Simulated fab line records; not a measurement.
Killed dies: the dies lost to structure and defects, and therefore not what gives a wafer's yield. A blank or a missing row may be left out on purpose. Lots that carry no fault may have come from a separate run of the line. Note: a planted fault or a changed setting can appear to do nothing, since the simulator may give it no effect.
A struck lot beside a sound one -- flow sky130 -- 35 out of 708 route steps
Sound: these wafers, L782.1, L782.4, L782.5. Struck: wafers L785.3, L785.5, L785.6. Last of all comes the cause.
At each step with rows: each side's tool, then ch and its chambers, then its first start. Under that, the readings that differ: sound wafers -- struck wafers -- difference of the means -- sigmas: that difference in standard deviations of wafers without a fault.
alike: a reading whose means differ by less than 2 such deviations, as well as words and numbers matching on both sides. not compared: withheld readings; readings where some wafer has no value; bounds like >300 that might hide an equal value; numbers whose values overlap and for which the record gives no deviation.
Wherever a step has rows on one side only, a row that says differs or no value, or a row with sigmas, the two part there. Numbers that have no deviation but don't overlap get no sigmas and don't part them. A reading that every wafer of one side lacks parts them only if that side has two wafers or more.

first, 10 steps without rows for these wafers: SKY_POLY_CUT_ETCH_10 (etches BARC in N2/H2, stops on SiO2, time 45.9 s, target depth 60 nm); SKY_POLY_CUT_ETCH_11 (etches Si3N4 in CF4/CH2F2/Ar, stops on poly-Si, time 42.5 s, target depth 60 nm); SKY_POLY_CUT_STRIP_12 (strips in O2/N2); SKY_SD_P_DEHYDRATE_00 (time 60 s); SKY_SD_P_HMDS_01 (prime time 60 s); SKY_SD_P_COAT_02 (resist thk 1140 nm); SKY_SD_P_SOFTBAKE_03 (time 60 s); SKY_SD_P_EXPOSE_04 (exposes mask PSDM, target cd 380 nm); SKY_SD_P_PEB_05; SKY_SD_P_DEVELOP_06 (develop time 60 s).
SKY_SD_P_IMPLANT_09:
  sound on implanter-01 ch 0, day 30 04:57; struck on implanter-02 ch 0, day 31 02:38
reading,sound,struck,difference,sigmas
beam_energy_keV,20.005 20.004 19.991,16.272 16.271 16.281,-3.725,-99 or more
model.implant.rp_nm (nm),18.04 18.04 18.04,14.66 14.66 14.66,-3.38,
model.implant.drp_nm (nm),9.746 9.746 9.746,8.434 8.434 8.434,-1.312,
  alike: faraday_current_uA
SKY_SD_P_STRIP_10: strips in O2/N2.
  sound on plasma_asher-04 ch 0,1, day 30 05:06; struck on plasma_asher-03 ch 0,1, day 31 02:46
reading,sound,struck,difference,sigmas
oes_product_au (a.u.),0.616 0.620 0.613,0.637 0.620 0.629,+0.012,+3
strip_time_to_endpoint_s (s),17.55 17.53 17.53,16.91 16.92 16.89,-0.63,-17
  alike: drypump_motor_current_A
  not compared: rf_hours_counter_h
SKY_SD_P_TW_MEAS_11:
  sound: film_metro-02 at day 30 05:12; struck: film_metro-01 at day 31 03:04
reading,sound,struck,difference,sigmas
SD_P_TW,2836 2842 2825,2672 2688 2690,-151,-9
  not compared: hold
then, 20 steps without rows for these wafers: SKY_RES_XHIGH_HMDS_01 (prime time 60 s); SKY_RES_XHIGH_COAT_02 (resist thk 1140 nm); SKY_RES_XHIGH_SOFTBAKE_03 (time 60 s); SKY_RES_XHIGH_EXPOSE_04 (exposes mask URPM, target cd 1270 nm); SKY_RES_XHIGH_PEB_05; SKY_RES_XHIGH_DEVELOP_06 (develop time 60 s); SKY_RES_XHIGH_IMPLANT_07; SKY_RES_XHIGH_STRIP_08 (strips in O2/N2); SKY_SD_N_DEHYDRATE_00 (time 60 s); SKY_SD_N_HMDS_01 (prime time 60 s); SKY_SD_N_COAT_02 (resist thk 1140 nm); SKY_SD_N_SOFTBAKE_03 (time 60 s); SKY_SD_N_EXPOSE_04 (exposes mask NSDM, target cd 380 nm); SKY_SD_N_PEB_05; SKY_SD_N_DEVELOP_06 (develop time 60 s); SKY_SD_N_IMPLANT_09; SKY_SD_N_IMPLANT_10; SKY_SD_N_STRIP_11 (strips in O2/N2); SKY_SD_N_CLEAN_13 (cleans in SC1/SC2, time 150 s); SKY_SD_N_RTA_14 (time 2 s).
-- the record jumps here: 2 days lie between the struck wafers' starts before and after --
SKY_SD_N_RS_MEAS_17: measurement is done with a four-point probe.
  sound: film_metro-03 at day 32 13:34; struck: film_metro-01 at day 33 09:01
reading,sound,struck,difference,sigmas
SD_P_RS (ohm/sq),147.1 147.3 147.0,161.0 161.1 161.0,+13.9,+38
  not compared: hold
-- a jump in the record: the struck wafers' starts before and after are 16 days apart (it breaks off in module SD_N and resumes in module PAD_OPEN, where the first step shown is number 708 of the route) --
SKY_PAD_OPEN_PROBE_99:
  sound: prober-01 at day 49 03:02; struck: prober-02 at day 49 12:46
reading,sound,struck,difference,sigmas
model.etest.res_pdiff.line_ohm_um,1319 1330 1328,1470 1472 1480,+148,
model.etest.res_pdiff_hv.rs_ohm_sq,185.8 186.7 186.9,211.9 212.3 211.8,+25.5,
model.etest.res_pdiff.rs_ohm_sq,194.2 193.2 193.4,215.4 214.8 213.4,+20.9,
  alike: killed_at_M0_to_M3, killed_at_M4_up, killed_at_contacts, killed_at_front_end, killed_at_other, killed_dies, killed_open, killed_short
  not compared: model.etest.pfet_01v8.r_on_ohm_um, model.etest.pfet_01v8_lvt.drive_ua_um

== WHERE THEY PART ==
First at SKY_SD_P_IMPLANT_09; last, within this record, at SKY_SD_N_RS_MEAS_17. Later steps at which nothing parts them and some readings are alike: SKY_PAD_OPEN_PROBE_99.

WHY: what the simulator had put in
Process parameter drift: implanter-02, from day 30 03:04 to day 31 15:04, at SKY_SD_P_IMPLANT_09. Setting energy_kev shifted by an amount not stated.
